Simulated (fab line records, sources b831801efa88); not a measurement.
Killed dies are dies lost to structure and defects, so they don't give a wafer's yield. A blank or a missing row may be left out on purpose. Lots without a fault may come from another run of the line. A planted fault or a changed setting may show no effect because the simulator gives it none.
fab line records | flow gf180mcu
record lots=5 wafers=15 last_day=32
route steps=602 shown M5@527 V5@540
lots that met no fault: from a run of the same line without faults
start_h: hours from the record's first day to the start of the lot's first wafer shown | wait_h: hours since the lot's step before | " the same as in the row above | L1.1+2: a row that stands for several wafers | - no value, or no start given | * or withheld: withheld | < > ~ a bound
route shown NAME@n: a module of which the file shows steps, and the number in the route of the first | usual: mean/standard deviation of fault-free wafers | same: alike in all rows | chamber/n: place in a boat | sites: the reading at each site | _std_site: their standard deviation | _edge_site: outer sites' mean less inner sites' | radius_mm: how far each site lies from the wafer's centre | mask NAME#n: copy n | behind: the tool/chamber that last shaped the wafer | hold: why the lot was held/for how many hours/how that ended | device: the transistor (n, p or np) that didn't switch | end of line: the same wafers' tests at the end of the route | a step without rows: its recipe alone | killed: dies lost to structure and defects at the first sort, not the wafer's yield | map: a wafer's dies, x killed, . not, _ none there
set.NAME: the setting as run; set.NAME@STEP: as run at that earlier step | model.NAME: the simulator's own value behind a step, which no gauge read
lots at some steps of the route; a table a step, a row a wafer
services: from which hour (start_h, from the record's first day; less than 0 if before it) a tool's chamber was out of use, for how many hours, and why
## steps
# step GF_M5_HMDS_01
# recipe prime_time_s=60 prime_temp_c=120
# columns lot.wafer tool chamber start_h wait_h
L078.1+4+5 litho_track-03 0 607.58 0.1
L080.1+4+6 litho_track-04 0 670.23 0.1
L081.2+4+6 litho_track-04 0 672.91 0.1
L085.3+4+5 litho_track-01 0 679.92 0.1
L089.1+5+6 litho_track-01 0 710.47 0.1
# step GF_M5_COAT_02
# recipe resist=KrF spin_rpm=withheld resist_thk_nm=1000
# usual dispense_pressure_kPa=51/4
# columns lot.wafer tool chamber start_h wait_h dispense_pressure_kPa
L078.1 litho_track-03 0 607.73 0.1 52
L078.4 " 0 " " 52
L078.5 " 0 " " 52
L080.1 litho_track-04 0 670.38 0.1 44
L080.4 " 0 " " 44
L080.6 " 0 " " 44
L081.2 litho_track-04 0 673.06 0.1 44
L081.4 " 0 " " 44
L081.6 " 0 " " 44
L085.3 litho_track-01 0 680.07 0.1 54
L085.4 " 0 " " 54
L085.5 " 0 " " 54
L089.1 litho_track-01 0 710.62 0.1 54
L089.5 " 0 " " 54
L089.6 " 0 " " 54
# step GF_M5_SOFTBAKE_03
# recipe temp_c=130 time_s=60 resist=KrF
# columns lot.wafer tool chamber start_h wait_h
L078.1+4+5 litho_track-03 0 607.88 0.1
L080.1+4+6 litho_track-04 0 670.53 0.1
L081.2+4+6 litho_track-04 0 673.21 0.1
L085.3+4+5 litho_track-01 0 680.22 0.1
L089.1+5+6 litho_track-01 0 710.77 0.1
# step GF_M5_EXPOSE_04
# recipe mask_id=Metal5 target_cd_nm=280 na=0.68 source_shape=conventional sigma_outer=0.6 dose_mj=28
# columns lot.wafer tool chamber start_h wait_h mask
L078.1+4+5 krf_scanner-01 0 - - Metal5#0
L080.1+4+6 krf_scanner-02 0 - - Metal5#0
L081.2+4+6 krf_scanner-01 0 - - Metal5#0
L085.3+4+5 krf_scanner-01 0 - - Metal5#0
L089.1+5+6 krf_scanner-01 0 - - Metal5#0
# step GF_M5_PEB_05
# recipe peb_temp_c=135 peb_time_s=90 resist=KrF
# columns lot.wafer tool chamber start_h wait_h
L078.1+4+5 litho_track-01 0 - -
L080.1+4+6 litho_track-04 0 - -
L081.2+4+6 litho_track-03 0 - -
L085.3+4+5 litho_track-01 0 - -
L089.1+5+6 litho_track-01 0 - -
# step GF_M5_DEVELOP_06
# recipe develop_time_s=60 dev_temp_c=21
# usual developer_temp_C=20.99/0.093
# columns lot.wafer tool chamber start_h wait_h developer_temp_C
L078.1 litho_track-01 0 617.97 0.2 21.17
L078.4 " 0 " " 21.09
L078.5 " 0 " " 21.02
L080.1 litho_track-04 0 680.13 0.2 21.07
L080.4 " 0 " " 21.10
L080.6 " 0 " " 20.94
L081.2 litho_track-03 0 682.86 0.2 21.00
L081.4 " 0 " " 20.89
L081.6 " 0 " " 20.97
L085.3 litho_track-01 0 688.92 0.1 20.97
L085.4 " 0 " " 20.83
L085.5 " 0 " " 20.78
L089.1 litho_track-01 0 719.57 0.2 21.02
L089.5 " 0 " " 20.99
L089.6 " 0 " " 20.92
# step GF_M5_CD_MEAS_07
# recipe target_cd_nm=280
# usual cd_nm=280.2/0.84
# columns lot.wafer tool chamber start_h wait_h cd_nm
L078.1 cd_sem-02 - 618.12 0.1 278.9
L078.4 " - " " 279.2
L078.5 " - " " 279.7
L080.1 cd_sem-02 - 680.28 0.1 282.5
L080.4 " - " " 281.5
L080.6 " - " " 282.1
L081.2 cd_sem-01 - 683.00 0.1 279.6
L081.4 " - " " 278.8
L081.6 " - " " 279.7
L085.3 cd_sem-01 - 689.06 0.1 280.2
L085.4 " - " " 279.8
L085.5 " - " " 278.7
L089.1 cd_sem-02 - 719.72 0.1 279.0
L089.5 " - " " 279.7
L089.6 " - " " 279.7
# step GF_M5_OVL_MEAS_08
# usual M5_OVL=3/5.8
# columns lot.wafer tool chamber start_h wait_h M5_OVL[nm]
L078.1 overlay-01 - 618.24 0.1 4
L078.4 " - " " 12
L078.5 " - " " 11
L080.1 overlay-02 - 680.40 0.1 2
L080.4 " - " " -6
L080.6 " - " " 1
L081.2 overlay-01 - 683.11 0.1 10
L081.4 " - " " 8
L081.6 " - " " 13
L085.3 overlay-01 - 689.15 0.1 7
L085.4 " - " " 0
L085.5 " - " " 7
L089.1 overlay-01 - 719.84 0.1 7
L089.5 " - " " 4
L089.6 " - " " 6
# step GF_M5_ETCH_09
# recipe chemistry=CF4/O2 target=Si3N4 target_depth_nm=52 source_w=800 bias_w=150 pressure_mtorr=150 cf4_flow_sccm=80 O2_flow_sccm=10 time_s=11.6
# usual bias_w=150.0/0.47 drypump_motor_current_A=5.7/0.42 oes_product_au=1.001/0.012 rf_fwd_power_W=784/4.7 throttle_valve_pct=5.970/0.0083
# columns lot.wafer tool chamber start_h wait_h bias_w drypump_motor_current_A oes_product_au rf_fwd_power_W rf_hours_counter_h throttle_valve_pct
L078.1 rie_diel-04 1 618.27 0.0 149.6 5.6 0.993 788 11 5.954
L078.4 " 2 " " 150.1 5.5 1.016 784 14 5.966
L078.5 " 0 " " 149.9 5.9 0.985 789 - 5.965
L080.1 rie_diel-01 0 680.44 0.0 149.5 6.3 1.003 783 56 5.971
L080.4 " 2 " " 149.6 5.7 1.010 789 13 5.966
L080.6 " 1 " " 150.5 4.7 0.990 784 - 5.960
L081.2 rie_diel-04 0 683.14 0.0 149.7 5.9 0.990 787 1 5.965
L081.4 " 1 " " 149.9 5.6 1.009 794 13 5.969
L081.6 " 3 " " 150.2 6.1 0.991 778 - 5.963
L085.3 rie_diel-04 2 689.17 0.0 150.1 5.5 1.003 783 17 5.968
L085.4 " 3 " " 150.4 6.1 1.003 781 27 5.969
L085.5 " 3 " " 150.2 6.1 0.996 780 - 5.959
L089.1 rie_diel-04 2 719.87 0.0 149.7 5.5 1.011 783 18 5.966
L089.5 " 2 " " 149.6 5.5 1.016 778 - 5.977
L089.6 " 3 " " 150.8 6.0 1.004 782 - 5.968
# step GF_M5_METAL_ETCH_10
# recipe chemistry=Cl2/BCl3 mask_material=KrF target_depth_nm=627.5 stop_on=SiO2 pressure_mtorr=8 icp_w=800 bias_w=140 Cl2_flow_sccm=80 bcl3_flow_sccm=40 time_s=104.6
# usual bias_w=140.0/0.41 drypump_motor_current_A=5.9/0.4 oes_product_au=0.971/0.0067 rf_fwd_power_W=796.6/2.2 throttle_valve_pct=28.250/0.011
# columns lot.wafer tool chamber start_h wait_h bias_w drypump_motor_current_A oes_product_au rf_fwd_power_W rf_hours_counter_h throttle_valve_pct
L078.1 rie_metal-03 0 618.30 0.0 140.8 5.6 0.966 795.6 14 28.254
L078.4 " 0 " " 140.1 5.6 0.963 797.3 - 28.247
L078.5 " 0 " " 140.7 5.6 0.974 795.0 - 28.257
L080.1 rie_metal-04 0 680.46 0.0 140.8 5.5 0.964 803.4 2 28.259
L080.4 " 1 " " 140.5 5.3 0.960 797.7 - 28.264
L080.6 " 1 " " 140.6 5.3 0.962 796.6 - 28.248
L081.2 rie_metal-03 0 683.16 0.0 139.7 5.6 0.971 796.5 1 28.253
L081.4 " 1 " " 140.3 6.1 0.966 796.9 - 28.252
L081.6 " 0 " " 140.1 5.6 0.972 794.5 - 28.250
L085.3 rie_metal-02 1 689.23 0.0 140.1 6.4 0.974 794.6 - 28.252
L085.4 " 0 " " 139.4 6.4 0.977 802.2 - 28.250
L085.5 " 1 " " 139.8 6.4 0.976 797.9 - 28.274
L089.1 rie_metal-04 0 719.90 0.0 139.9 5.5 0.968 795.7 4 28.268
L089.5 " 0 " " 139.9 5.5 0.967 798.9 - 28.258
L089.6 " 0 " " 139.6 5.5 0.977 796.5 - 28.246
# step GF_M5_STRIP_11
# recipe chemistry=O2/N2 power_w=1400 pressure_mtorr=1500 platen_temp_c=250 o2_flow_sccm=3000 n2_flow_sccm=300 overash_fraction=0.5
# usual drypump_motor_current_A=5.7/0.34 heater_power_w=323/25 oes_product_au=0.543/0.0051 platen_temp_c=250.00/0.15 strip_time_to_endpoint_s=7.52/0.062
# columns lot.wafer tool chamber start_h wait_h drypump_motor_current_A heater_power_w oes_product_au platen_temp_c rf_hours_counter_h strip_time_to_endpoint_s
L078.1 plasma_asher-01 0 618.52 0.2 5.3 334 0.531 249.97 49 7.44
L078.4 " 1 " " 6.0 308 0.540 250.09 - 7.44
L078.5 " 1 " " 6.0 299 0.541 250.13 - 7.47
L080.1 plasma_asher-04 0 680.57 0.1 5.2 364 0.547 250.04 26 7.58
L080.4 " 1 " " 5.7 301 0.538 250.05 - 7.49
L080.6 " 0 " " 5.2 363 0.544 249.93 - 7.53
L081.2 plasma_asher-01 1 683.27 0.1 6.0 304 0.548 250.02 55 7.50
L081.4 " 1 " " 6.0 302 0.546 250.01 - 7.56
L081.6 " 0 " " 5.4 346 0.545 249.82 - 7.51
L085.3 plasma_asher-04 0 689.34 0.1 5.2 365 0.538 250.02 - 7.47
L085.4 " 1 " " 5.6 292 0.544 249.92 - 7.51
L085.5 " 0 " " 5.2 368 0.541 249.97 - 7.48
L089.1 plasma_asher-01 1 720.12 0.2 6.0 305 0.544 249.98 59 7.58
L089.5 " 1 " " 6.0 299 0.538 249.91 - 7.57
L089.6 " 0 " " 5.4 332 0.545 250.21 - 7.61
# step GF_M5_STRIP_12
# recipe chemistry=post_etch_residue_remover time_s=1200 temp_c=72.5
# columns lot.wafer tool chamber start_h wait_h
L078.1+4+5 wet_bench-03 0 618.62 0.1
L080.1+4+6 wet_bench-04 1 680.67 0.1
L081.2+4+6 wet_bench-04 3 683.37 0.1
L085.3+4+5 wet_bench-04 0 689.41 0.0
L089.1+5+6 wet_bench-04 3 720.22 0.1
# step GF_M5_CLEAN_13
# recipe chemistry=DIW dry=n2_spin
# columns lot.wafer tool chamber start_h wait_h
L078.1+4+5 wet_bench-04 2 618.99 0.0
L080.1+4+6 wet_bench-02 0 681.01 0.0
L081.2+4+6 wet_bench-02 1 683.91 0.2
L085.3+4+5 wet_bench-02 1 689.75 0.0
L089.1+5+6 wet_bench-02 0 720.59 0.0
# step GF_V5_CVD_00
# recipe material=SiO2 target_thk_nm=300 sigma_open_frac=0.3 temp_c=400 time_s=50 sih4_flow_sccm=60 pressure_mtorr=6
# columns lot.wafer tool chamber start_h wait_h
L078.1+4+5 hdpcvd-01 0,2,0 619.09 0.0
L080.1+4+6 hdpcvd-02 1,0,2 681.11 0.0
L081.2+4+6 hdpcvd-02 2,0,1 684.01 0.0
L085.3+4+5 hdpcvd-01 0,2,0 689.85 0.0
L089.1+5+6 hdpcvd-02 0,0,2 720.69 0.0
# step GF_V5_THK_MEAS_01
# recipe reads=SiO2_of_V5_CVD_00
# usual V5_CVD_00_THK=301/3.5
# columns lot.wafer tool chamber start_h wait_h V5_CVD_00_THK[nm]
L078.1 film_metro-01 - 619.13 0.0 299
L078.4 " - " " 297
L078.5 " - " " 297
L080.1 film_metro-01 - 681.15 0.0 303
L080.4 " - " " 303
L080.6 " - " " 300
L081.2 film_metro-03 - 684.06 0.0 305
L081.4 " - " " 301
L081.6 " - " " 306
L085.3 film_metro-03 - 689.92 0.0 300
L085.4 " - " " 300
L085.5 " - " " 299
L089.1 film_metro-01 - 720.73 0.0 296
L089.5 " - " " 297
L089.6 " - " " 300
# step GF_V5_CVD_02
# recipe material=SiO2 target_thk_nm=1450 precursor=TEOS temp_c=400 time_s=163.28 rf_w=600
# usual heater_power_w=687/95 rf_fwd_power_W=598.2/1.9
# columns lot.wafer tool chamber start_h wait_h heater_power_w rf_fwd_power_W
L078.1 pecvd-04 2 619.19 0.1 638 595.7
L078.4 " 0 " " 871 596.4
L078.5 " 1 " " 737 599.6
L080.1 pecvd-02 2 681.21 0.1 587 599.0
L080.4 " 0 " " 684 598.9
L080.6 " 2 " " 485 596.0
L081.2 pecvd-03 2 684.11 0.0 717 595.4
L081.4 " 1 " " 786 597.1
L081.6 " 0 " " 654 600.8
L085.3 pecvd-02 2 689.96 0.0 546 596.0
L085.4 " 0 " " 676 597.1
L085.5 " 1 " " 788 597.2
L089.1 pecvd-04 2 720.79 0.1 599 599.1
L089.5 " 2 " " 631 598.3
L089.6 " 1 " " 698 597.2
# step GF_V5_THK_MEAS_03
# recipe reads=SiO2_of_V5_CVD_02
# usual V5_CVD_02_THK=1451/21
# columns lot.wafer tool chamber start_h wait_h V5_CVD_02_THK[nm]
L078.1 film_metro-01 - 619.30 0.1 1429
L078.4 " - " " 1478
L078.5 " - " " 1458
L080.1 film_metro-03 - 681.32 0.1 1433
L080.4 " - " " 1480
L080.6 " - " " 1454
L081.2 film_metro-01 - 684.26 0.1 1441
L081.4 " - " " 1488
L081.6 " - " " 1454
L085.3 film_metro-03 - 690.08 0.1 1460
L085.4 " - " " 1514
L085.5 " - " " 1496
L089.1 film_metro-03 - 720.90 0.1 1394
L089.5 " - " " 1449
L089.6 " - " " 1441
# step GF_V5_CMP_04
# recipe material=SiO2 down_force_psi=4 platen_rpm=60 pad_velocity_m_s=0.94248
# usual motor_current_A=12.0/1.1
# columns lot.wafer tool chamber start_h wait_h motor_current_A
L078.4 cmp-01 0 619.36 0.0 12.5
L078.1 " 3 " " 10.8
L078.5 " 1 " " 12.6
L080.1 cmp-01 3 681.43 0.1 10.7
L080.4 " 0 " " 12.2
L080.6 " 3 " " 9.7
L081.4 cmp-01 3 684.41 0.1 10.8
L081.2 " 0 " " 12.8
L081.6 " 2 " " 10.3
L085.4 cmp-01 3 690.17 0.1 11.2
L085.3 " 1 " " 12.1
L085.5 " 2 " " 10.4
L089.1 cmp-02 1 721.06 0.1 12.7
L089.5 " 3 " " 11.8
L089.6 " 0 " " 14.1
# step GF_V5_BOW_MEAS_05
# recipe mode=bow
# usual V5_BOW=134/9.8
# columns lot.wafer tool chamber start_h wait_h V5_BOW[um]
L078.1 film_metro-01 - 619.66 0.1 140
L078.4 " - " " 127
L078.5 " - " " 132
L080.1 film_metro-03 - 681.68 0.2 106
L080.4 " - " " 119
L080.6 " - " " 118
L081.2 film_metro-01 - 684.63 0.1 139
L081.4 " - " " 137
L081.6 " - " " 140
L085.3 film_metro-01 - 690.46 0.1 140
L085.4 " - " " 127
L085.5 " - " " 135
L089.1 film_metro-01 - 721.26 0.1 150
L089.5 " - " " 131
L089.6 " - " " 154
# step GF_V5_DEHYDRATE_06
# recipe temp_c=200 time_s=60
# columns lot.wafer tool chamber start_h wait_h
L078.1+4+5 litho_track-01 0 629.17 9.5
L080.1+4+6 litho_track-01 0 690.27 8.6
L081.2+4+6 litho_track-02 0 693.07 8.4
L085.3+4+5 litho_track-02 0 699.10 8.6
L089.1+5+6 litho_track-03 0 729.68 8.4
# step GF_V5_HMDS_07
# recipe prime_time_s=60 prime_temp_c=120
# columns lot.wafer tool chamber start_h wait_h
L078.1+4+5 litho_track-01 0 629.32 0.1
L080.1+4+6 litho_track-01 0 690.42 0.1
L081.2+4+6 litho_track-02 0 693.22 0.1
L085.3+4+5 litho_track-02 0 699.25 0.1
L089.1+5+6 litho_track-03 0 729.83 0.1
# step GF_V5_COAT_08
# recipe resist=BARC temp_c=withheld time_s=withheld spin_rpm=withheld resist_thk_nm=withheld
# usual dispense_pressure_kPa=52.9/1
# columns lot.wafer tool chamber start_h wait_h dispense_pressure_kPa
L078.1 litho_track-01 0 629.47 0.1 54.2
L078.4 " 0 " " 54.2
L078.5 " 0 " " 54.2
L080.1 litho_track-01 0 690.57 0.1 54.3
L080.4 " 0 " " 54.3
L080.6 " 0 " " 54.3
L081.2 litho_track-02 0 693.37 0.1 51.8
L081.4 " 0 " " 51.8
L081.6 " 0 " " 51.8
L085.3 litho_track-02 0 699.40 0.1 51.9
L085.4 " 0 " " 51.8
L085.5 " 0 " " 51.8
L089.1 litho_track-03 0 729.98 0.1 52.4
L089.5 " 0 " " 52.3
L089.6 " 0 " " 52.4
# step GF_V5_COAT_09
# recipe resist=KrF spin_rpm=withheld resist_thk_nm=1000
# usual dispense_pressure_kPa=52.9/1
# columns lot.wafer tool chamber start_h wait_h dispense_pressure_kPa
L078.1 litho_track-01 0 - - 54.2
L078.4 " 0 " " 54.2
L078.5 " 0 " " 54.2
L080.1 litho_track-01 0 - - 54.2
L080.4 " 0 " " 54.2
L080.6 " 0 " " 54.2
L081.2 litho_track-02 0 - - 51.8
L081.4 " 0 " " 51.9
L081.6 " 0 " " 51.8
L085.3 litho_track-02 0 - - 51.8
L085.4 " 0 " " 51.8
L085.5 " 0 " " 51.8
L089.1 litho_track-03 0 - - 52.4
L089.5 " 0 " " 52.4
L089.6 " 0 " " 52.3
# step GF_V5_SOFTBAKE_10
# recipe temp_c=130 time_s=60 resist=KrF
# columns lot.wafer tool chamber start_h wait_h
L078.1+4+5 litho_track-01 0 - -
L080.1+4+6 litho_track-01 0 - -
L081.2+4+6 litho_track-02 0 - -
L085.3+4+5 litho_track-02 0 - -
L089.1+5+6 litho_track-03 0 - -
# step GF_V5_EXPOSE_11
# recipe mask_id=Via5 target_cd_nm=260 na=0.68 source_shape=conventional sigma_outer=0.6 dose_mj=38
# columns lot.wafer tool chamber start_h wait_h mask
L078.1+4+5 krf_scanner-01 0 - - Via5#0
L080.1+4+6 krf_scanner-01 0 - - Via5#0
L081.2+4+6 krf_scanner-02 0 - - Via5#0
L085.3+4+5 krf_scanner-01 0 - - Via5#0
L089.1+5+6 krf_scanner-01 0 - - Via5#0
# step GF_V5_PEB_12
# recipe peb_temp_c=135 peb_time_s=90 resist=KrF
# columns lot.wafer tool chamber start_h wait_h
L078.1+4+5 litho_track-02 0 - -
L080.1+4+6 litho_track-01 0 - -
L081.2+4+6 litho_track-01 0 - -
L085.3+4+5 litho_track-01 0 - -
L089.1+5+6 litho_track-02 0 - -
# step GF_V5_DEVELOP_13
# recipe develop_time_s=60 resist=KrF dev_temp_c=21
# usual developer_temp_C=20.98/0.12
# columns lot.wafer tool chamber start_h wait_h developer_temp_C
L078.1 litho_track-02 0 639.85 0.2 20.72
L078.4 " 0 " " 20.84
L078.5 " 0 " " 20.71
L080.1 litho_track-01 0 699.97 0.2 20.78
L080.4 " 0 " " 20.68
L080.6 " 0 " " 20.76
L081.2 litho_track-01 0 703.29 0.2 20.92
L081.4 " 0 " " 21.13
L081.6 " 0 " " 20.74
L085.3 litho_track-01 0 708.32 0.1 20.98
L085.4 " 0 " " 20.91
L085.5 " 0 " " 20.97
L089.1 litho_track-02 0 739.14 0.2 20.98
L089.5 " 0 " " 20.96
L089.6 " 0 " " 21.06
# step GF_V5_CD_MEAS_14
# recipe target_cd_nm=260
# usual cd_nm=260.1/1.4
# columns lot.wafer tool chamber start_h wait_h cd_nm
L078.1 cd_sem-02 - 640.00 0.1 259.7
L078.4 " - " " 260.3
L078.5 " - " " 259.0
L080.1 cd_sem-02 - 700.12 0.1 261.8
L080.4 " - " " 260.6
L080.6 " - " " 262.3
L081.2 cd_sem-02 - 703.44 0.1 260.0
L081.4 " - " " 261.0
L081.6 " - " " 260.2
L085.3 cd_sem-02 - 708.46 0.1 261.2
L085.4 " - " " 261.6
L085.5 " - " " 263.2
L089.1 cd_sem-02 - 739.29 0.1 261.1
L089.5 " - " " 261.4
L089.6 " - " " 261.3
# step GF_V5_OVL_MEAS_15
# usual V5_OVL=0/5.2
# columns lot.wafer tool chamber start_h wait_h V5_OVL[nm]
L078.1 overlay-02 - 640.12 0.1 0
L078.4 " - " " 1
L078.5 " - " " -5
L080.1 overlay-02 - 700.24 0.1 -3
L080.4 " - " " -10
L080.6 " - " " -4
L081.2 overlay-01 - 703.54 0.1 -6
L081.4 " - " " 5
L081.6 " - " " -3
L085.3 overlay-01 - 708.55 0.1 0
L085.4 " - " " -2
L085.5 " - " " -4
L089.1 overlay-02 - 739.41 0.1 1
L089.5 " - " " 7
L089.6 " - " " -2
# step GF_V5_ETCH_16
# recipe chemistry=N2/H2 target_depth_a=withheld overetch_a=withheld time_s=withheld target=BARC ion_energy_ev=200 source_w=500 bias_w=100 pressure_mtorr=30 n2_flow_sccm=100 h2_flow_sccm=200
# usual bias_w=100.0/0.3 drypump_motor_current_A=5.8/0.35 oes_product_au=0.855/0.0043 rf_fwd_power_W=494.3/2.4 throttle_valve_pct=13.225/0.0088
# columns lot.wafer tool chamber start_h wait_h bias_w drypump_motor_current_A oes_product_au rf_fwd_power_W throttle_valve_pct
L078.1 rie_diel-03 1 640.15 0.0 99.6 6.4 0.858 496.4 13.221
L078.4 " 3 " " 100.5 6.0 0.851 495.6 13.233
L078.5 " 1 " " 100.0 6.4 0.852 496.3 13.233
L080.1 rie_diel-02 0 700.27 0.0 100.0 5.8 0.850 496.8 13.229
L080.4 " 1 " " 100.0 5.8 0.854 491.3 13.223
L080.6 " 2 " " 100.1 6.2 0.849 492.4 13.223
L081.2 rie_diel-04 0 703.57 0.0 100.0 5.9 0.855 498.1 13.246
L081.4 " 1 " " 100.1 5.6 0.858 497.7 13.216
L081.6 " 1 " " 100.0 5.6 0.869 496.2 13.220
L085.3 rie_diel-04 0 708.57 0.0 100.0 5.9 0.863 496.2 13.229
L085.4 " 1 " " 100.1 5.6 0.855 495.7 13.226
L085.5 " 0 " " 100.0 5.9 0.853 495.1 13.231
L089.1 rie_diel-02 2 739.45 0.0 100.4 6.2 0.863 493.5 13.221
L089.5 " 2 " " 101.0 6.2 0.853 492.1 13.235
L089.6 " 3 " " 99.9 5.5 0.857 496.2 13.229
# step GF_V5_ETCH_17
# recipe chemistry=C4F8/O2/Ar mask_material=KrF target=SiO2 stop_on=TiN source_w=1500 bias_w=1200 pressure_mtorr=40 c4f8_flow_sccm=withheld O2_flow_sccm=6 Ar_flow_sccm=300 time_s=withheld target_depth_a=8550
# usual bias_w=1200/3.5 oes_product_au=0.859/0.0048 rf_fwd_power_W=1493/4.9
# columns lot.wafer tool chamber start_h wait_h bias_w oes_product_au rf_fwd_power_W
L078.1 rie_diel-03 1 - - 1204 0.867 1493
L078.4 " 3 " " 1199 0.861 1501
L078.5 " 1 " " 1205 0.858 1486
L080.1 rie_diel-02 0 - - 1203 0.860 1494
L080.4 " 1 " " 1197 0.854 1491
L080.6 " 2 " " 1197 0.859 1495
L081.2 rie_diel-04 0 - - 1202 0.859 1497
L081.4 " 1 " " 1201 0.867 1500
L081.6 " 1 " " 1201 0.862 1493
L085.3 rie_diel-04 0 - - 1196 0.854 1490
L085.4 " 1 " " 1197 0.851 1489
L085.5 " 0 " " 1198 0.855 1487
L089.1 rie_diel-02 2 - - 1200 0.868 1481
L089.5 " 2 " " 1205 0.856 1488
L089.6 " 3 " " 1197 0.864 1491
# step GF_V5_STRIP_18
# recipe chemistry=O2/N2 power_w=1400 pressure_mtorr=1500 platen_temp_c=250 o2_flow_sccm=3000 n2_flow_sccm=300 overash_fraction=0.5
# usual drypump_motor_current_A=5.52/0.28 heater_power_w=315/39 oes_product_au=0.568/0.0053 platen_temp_c=250.00/0.18
# columns lot.wafer tool chamber start_h wait_h drypump_motor_current_A heater_power_w oes_product_au platen_temp_c rf_hours_counter_h
L078.1 plasma_asher-03 0 640.30 - 5.82 256 0.568 249.76 75
L078.4 " 1 " " 5.38 261 0.559 250.35 -
L078.5 " 0 " " 5.80 263 0.569 249.66 -
L080.1 plasma_asher-03 1 700.43 - 5.37 255 0.562 249.99 82
L080.4 " 1 " " 5.36 266 0.568 250.34 -
L080.6 " 0 " " 5.84 257 0.565 250.10 -
L081.2 plasma_asher-01 0 703.73 - 5.34 342 0.575 249.74 57
L081.4 " 0 " " 5.36 333 0.573 249.97 -
L081.6 " 0 " " 5.34 343 0.563 249.73 -
L085.3 plasma_asher-04 1 708.76 - 5.66 298 0.571 250.29 -
L085.4 " 0 " " 5.22 366 0.569 249.75 -
L085.5 " 0 " " 5.21 355 0.568 249.98 -
L089.1 plasma_asher-04 0 739.60 - 5.19 367 0.557 249.98 33
L089.5 " 0 " " 5.19 364 0.565 249.89 -
L089.6 " 1 " " 5.67 296 0.567 250.13 -
# step GF_V5_STRIP_19
# recipe chemistry=post_etch_residue_remover time_s=1200 temp_c=72.5
# columns lot.wafer tool chamber start_h wait_h
L078.1+4+5 wet_bench-04 3 640.40 0.1
L080.1+4+6 wet_bench-04 2 700.53 0.1
L081.2+4+6 wet_bench-03 3 703.83 0.1
L085.3+4+5 wet_bench-01 0 708.83 0.0
L089.1+5+6 wet_bench-01 0 739.70 0.1
# step GF_V5_CLEAN_20
# recipe chemistry=DIW dry=n2_spin
# columns lot.wafer tool chamber start_h wait_h
L078.1+4+5 wet_bench-03 2 640.75 0.0
L080.1+4+6 wet_bench-01 3 700.87 0.0
L081.2+4+6 wet_bench-04 3 704.17 0.0
L085.3+4+5 wet_bench-04 2 709.17 0.0
L089.1+5+6 wet_bench-04 3 740.05 0.0
# step GF_V5_SPUTTER_21
# recipe material=Ti target_thk_nm=15 chamber_pressure_pa=5 power_w=2500 substrate_temp_c=200 time_s=80.02
# usual throttle_valve_pct=30.2/0.73
# columns lot.wafer tool chamber start_h wait_h throttle_valve_pct
L078.1 pvd_sputter-02 - 640.84 0.0 30.4
L078.4 " - " " 29.3
L078.5 " - " " 29.5
L080.1 pvd_sputter-04 - 700.96 0.0 31.0
L080.4 " - " " 30.7
L080.6 " - " " 31.3
L081.2 pvd_sputter-03 - 704.27 0.0 31.1
L081.4 " - " " 29.0
L081.6 " - " " 31.2
L085.3 pvd_sputter-02 - 709.26 0.0 29.9
L085.4 " - " " 29.5
L085.5 " - " " 30.5
L089.1 pvd_sputter-04 - 740.14 0.0 30.1
L089.5 " - " " 30.3
L089.6 " - " " 29.8
# step GF_V5_SPUTTER_22
# recipe material=TiN target_thk_nm=10 chamber_pressure_pa=5 power_w=4000 time_s=40
# usual throttle_valve_pct=30.2/0.7
# columns lot.wafer tool chamber start_h wait_h throttle_valve_pct
L078.1 pvd_sputter-02 - 640.90 0.0 30.7
L078.4 " - " " 29.3
L078.5 " - " " 29.2
L080.1 pvd_sputter-04 - 701.02 0.0 31.2
L080.4 " - " " 30.5
L080.6 " - " " 31.1
L081.2 pvd_sputter-03 - 704.33 0.0 31.2
L081.4 " - " " 29.2
L081.6 " - " " 30.9
L085.3 pvd_sputter-02 - 709.32 0.0 29.7
L085.4 " - " " 29.5
L085.5 " - " " 30.9
L089.1 pvd_sputter-04 - 740.20 0.0 30.5
L089.5 " - " " 30.8
L089.6 " - " " 29.6
# step GF_V5_CVD_23
# recipe material=W target_thk_nm=350 time_s=104.9 temp_c=400 pressure_torr=40
# usual heater_power_w=916/97
# columns lot.wafer tool chamber start_h wait_h heater_power_w
L078.1 cvd_w-01 1 640.94 0.0 1015
L078.4 " 0 " " 919
L078.5 " 1 " " 1029
L080.1 cvd_w-02 1 701.06 0.0 804
L080.4 " 0 " " 832
L080.6 " 1 " " 824
L081.2 cvd_w-02 1 704.37 0.0 803
L081.4 " 1 " " 806
L081.6 " 1 " " 811
L085.3 cvd_w-01 0 709.40 0.1 916
L085.4 " 1 " " 1045
L085.5 " 0 " " 916
L089.1 cvd_w-01 0 740.24 0.0 927
L089.5 " 0 " " 916
L089.6 " 1 " " 1044
# step GF_V5_RS_MEAS_24
# recipe thk_meas_gauge=four-point-probe reads=W_of_V5_CVD_23+TiN_of_V5_SPUTTER_22+Ti_of_V5_SPUTTER_21
# usual V5_W_RS=0.326/0.0052
# columns lot.wafer tool chamber start_h wait_h V5_W_RS[ohm/sq]
L078.1 film_metro-04 - 641.05 0.1 0.319
L078.4 " - " " 0.327
L078.5 " - " " 0.316
L080.1 film_metro-03 - 701.17 0.1 0.331
L080.4 " - " " 0.330
L080.6 " - " " 0.328
L081.2 film_metro-01 - 704.50 0.1 0.330
L081.4 " - " " 0.329
L081.6 " - " " 0.331
L085.3 film_metro-04 - 709.51 0.1 0.329
L085.4 " - " " 0.321
L085.5 " - " " 0.328
L089.1 film_metro-03 - 740.35 0.1 0.328
L089.5 " - " " 0.328
L089.6 " - " " 0.319
## services
# columns tool chamber start_h hours kind
cmp-01 - 591.55 22.1 repair
pvd_sputter-02 - 592.84 4.5 repair
rie_diel-04 2 592.89 4.2 repair
rie_diel-04 0 592.95 10.7 repair
plasma_asher-04 - 595.30 1.4 repair
cmp-01 - 604.81 1.0 repair
cmp-01 - 613.66 5.0 pm
cmp-01 - 632.23 2.5 repair
plasma_asher-01 - 640.67 0.9 repair
pvd_sputter-02 - 644.05 0.9 repair
krf_scanner-01 - 649.01 1.0 pm
rie_diel-02 - 651.76 0.3 repair
rie_diel-04 0 652.07 8.1 repair
wet_bench-03 - 654.38 1.9 pm
cvd_w-01 0 655.15 3.2 repair
plasma_asher-04 - 663.78 3.0 repair
cvd_w-01 - 664.20 0.3 repair
wet_bench-03 - 681.70 20.6 pm
rie_diel-02 1 713.22 22.2 repair
rie_diel-04 3 715.47 3.6 repair
krf_scanner-01 - 720.23 1.3 pm
wet_bench-02 - 723.53 2.3 repair
krf_scanner-01 - 736.79 17.5 repair
rie_diel-02 3 739.71 12.0 repair
## key
fault none
